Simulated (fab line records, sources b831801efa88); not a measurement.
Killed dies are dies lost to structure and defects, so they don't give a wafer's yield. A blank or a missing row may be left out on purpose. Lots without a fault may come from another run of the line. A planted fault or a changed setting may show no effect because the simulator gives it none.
A struck lot beside a sound one | flow sky130 | 44 steps out of a route of 708
Sound: wafers L218.1, L218.3, L218.5. Struck: wafers L210.1, L210.2. The cause comes at the end.
At each step with rows: each side's tool, then ch and its chambers, then its first start. Under that, the readings that differ: sound wafers | struck wafers | difference of the means | sigmas: that difference in standard deviations of wafers without a fault.
alike: readings whose means differ by less than 2 such deviations, and words and numbers that are the same on both sides. not compared: withheld readings, readings that some wafer has no value for, bounds like >300 that may hide the same value, and numbers for which the record gives no deviation and whose values overlap.
The two part at a step that has a row with sigmas, a row that says differs or no value, or rows on one side only. Numbers that don't overlap but have no deviation are shown without sigmas and don't part them. A reading that every wafer of one side lacks parts them only if that side has two wafers or more.

first, 6 steps without rows for these wafers: SKY_VIA3_ETCH_15 (etches SiO2 in C4F8/O2/Ar, stops on TiN, target depth 507 nm, time 78 s); SKY_VIA3_STRIP_16 (strips in O2/N2); SKY_VIA3_STRIP_17 (strips in post etch residue remover, time 1200 s); SKY_VIA3_CLEAN_18 (cleans in IPA, time 180 s); SKY_VIA3_CLEAN_19 (cleans in O3/DIW); SKY_VIA3_SPUTTER_20 (material TiN, target thk 20 nm, time 80 s).
SKY_VIA3_CVD_21: deposits W, target thk 390 nm, time 117.31 s.
  sound on cvd_w-01 ch 0,1, day 44 21:03; struck on cvd_w-01 ch 0,1, day 42 20:10
  alike: heater_power_w
SKY_VIA3_RS_MEAS_22: measures by four-point-probe.
  sound on film_metro-02, day 44 21:11; struck on film_metro-01, day 42 20:17
  alike: VIA3_W_RS
SKY_VIA3_THK_MEAS_23: measures by xrf.
  sound on film_metro-02, day 44 21:18; struck on film_metro-01, day 42 20:25
  alike: VIA3_W_THK
SKY_VIA3_CMP_24: polishes, stops on SiO2, t overpolish 20 s, target thk 0 nm.
  sound on cmp-01 ch 2,3, day 44 21:28; struck on cmp-02 ch 0,1, day 42 20:50
  alike: motor_current_A, overpolish_run_s, time_to_endpoint_s
SKY_METAL4_SPUTTER_00: material Ti, target thk 15 nm, time 10 s.
  sound on pvd_sputter-03, day 44 21:46; struck on pvd_sputter-01, day 42 21:02
  alike: throttle_valve_pct
SKY_METAL4_SPUTTER_01: material TiN, target thk 20 nm, time 16.7 s.
  sound on pvd_sputter-03, day 44 21:48; struck on pvd_sputter-01, day 42 21:03
  alike: throttle_valve_pct
SKY_METAL4_SPUTTER_02: material AlCu, target thk 735 nm, time 39.1 s.
  sound on pvd_sputter-03, day 44 21:49; struck on pvd_sputter-01, day 42 21:05
  reading                                     | sound         | struck      | difference | sigmas
  model.AlCu_of_METAL4_SPUTTER_02.thk_nm (nm) | 730.7 726 731 | 463.6 471.7 | -261.6     |
  alike: throttle_valve_pct
then, 3 steps without rows for these wafers: SKY_METAL4_SPUTTER_03 (material Ti, target thk 5 nm, time 3.3 s); SKY_METAL4_SPUTTER_04 (material TiN, target thk 70 nm, time 58.3 s); SKY_CAP2M_CVD_00 (deposits SiO2, target thk 15.5 nm).
SKY_CAP2M_THK_MEAS_01:
  sound on film_metro-02, day 44 21:57; struck on film_metro-02, day 42 21:13
  alike: CAP2M_CVD_00_THK
then, 1 step without rows for these wafers: SKY_CAP2M_SPUTTER_02 (material TiN, target thk 200 nm, time 166.7 s).
SKY_CAP2M_RS_MEAS_03: measures by four-point-probe.
  sound on film_metro-04, day 44 22:07; struck on film_metro-04, day 42 21:23
  alike: CAP2M_TIN_RS
SKY_CAP2M_THK_MEAS_04: measures by xrf.
  sound on film_metro-04, day 44 22:14; struck on film_metro-04, day 42 21:31
  alike: CAP2M_TIN_THK
then, 7 steps without rows for these wafers: SKY_CAP2M_DEHYDRATE_05 (time 60 s); SKY_CAP2M_HMDS_06 (prime time 60 s); SKY_CAP2M_COAT_07 (resist thk 1140 nm); SKY_CAP2M_SOFTBAKE_08 (time 60 s); SKY_CAP2M_EXPOSE_09 (exposes mask CAP2M, target cd 1000 nm); SKY_CAP2M_PEB_10; SKY_CAP2M_DEVELOP_11 (develop time 60 s).
SKY_CAP2M_OVL_MEAS_12:
  sound on overlay-01, day 45 20:00; struck on overlay-01, day 43 20:28
  alike: CAP2M_OVL
then, 1 step without rows for these wafers: SKY_CAP2M_METAL_ETCH_13 (etches TiN in Cl2/BCl3, stops on SiO2, target depth 220 nm, time 62.9 s).
SKY_CAP2M_STRIP_14: strips in O2/N2.
  sound on plasma_asher-04 ch 0,1, day 45 20:07; struck on plasma_asher-03 ch 0,1, day 43 20:34
  alike: drypump_motor_current_A, oes_product_au, strip_time_to_endpoint_s
  not compared: rf_hours_counter_h
then, 11 steps without rows for these wafers: SKY_CAP2M_STRIP_15 (strips in post etch residue remover, time 1200 s); SKY_CAP2M_CLEAN_16 (cleans in IPA, time 180 s); SKY_CAP2M_CLEAN_17 (cleans in O3/DIW); SKY_METAL4_DEHYDRATE_05 (time 60 s); SKY_METAL4_HMDS_06 (prime time 60 s); SKY_METAL4_COAT_07 (resist thk 60 nm); SKY_METAL4_COAT_08 (resist thk 1140 nm); SKY_METAL4_SOFTBAKE_09 (time 90 s); SKY_METAL4_EXPOSE_10 (exposes mask MM4, target cd 300 nm); SKY_METAL4_PEB_11; SKY_METAL4_DEVELOP_12 (develop time 60 s).
SKY_METAL4_CD_MEAS_13: target cd 300 nm.
  sound on cd_sem-01, day 46 16:46; struck on cd_sem-01, day 44 20:00
  alike: cd_nm
SKY_METAL4_METAL_ETCH_18: etches the open film in Cl2/BCl3, stops on SiO2, target depth 845 nm, time 183.1 s.
  sound on rie_metal-02 ch 0,1, day 46 17:05; struck on rie_metal-02 ch 0,1, day 44 20:19
  reading               | sound             | struck      | difference | sigmas
  oes_product_au (a.u.) | 0.862 0.861 0.868 | 0.721 0.718 | -0.144     | -22
  alike: drypump_motor_current_A, throttle_valve_pct
  not compared: rf_hours_counter_h
-- the record jumps here: 4 days lie between the struck wafers' starts before and after (it left off in module METAL4 and takes up again in module PAD_OPEN, whose first step shown is number 708 of the route) --
SKY_PAD_OPEN_PROBE_99:
  sound on prober-01, day 50 02:41; struck on prober-01, day 48 13:17
  reading                       | sound                   | struck          | difference | sigmas
  model.etest.met4.line_ohm_um  | 0.1416 0.1441 0.1423    | 0.2281 0.2217   | +0.0822    |
  model.etest.via4_chain.rc_ohm | 0.7766 0.7908 0.8099    | 0.8763 0.8354   | +0.0634    |
  model.etest.met4.rs_ohm_sq    | 0.04317 0.04325 0.04287 | 0.06868 0.06712 | +0.02480   |
  alike: defect_limited_yield, killed_at_M0_to_M3, killed_at_M4_up, killed_at_contacts, killed_at_front_end, killed_at_other, killed_dies, killed_open, killed_short, sort_bin_3_pad_short, sort_bin_5_function, sort_bin_6_memory, sort_n_pass, sort_yield_pct

WHERE THEY PART
Only at SKY_METAL4_METAL_ETCH_18, within this record. Later steps at which nothing parts them and some readings are alike: SKY_PAD_OPEN_PROBE_99.

WHY: what the simulator had put in
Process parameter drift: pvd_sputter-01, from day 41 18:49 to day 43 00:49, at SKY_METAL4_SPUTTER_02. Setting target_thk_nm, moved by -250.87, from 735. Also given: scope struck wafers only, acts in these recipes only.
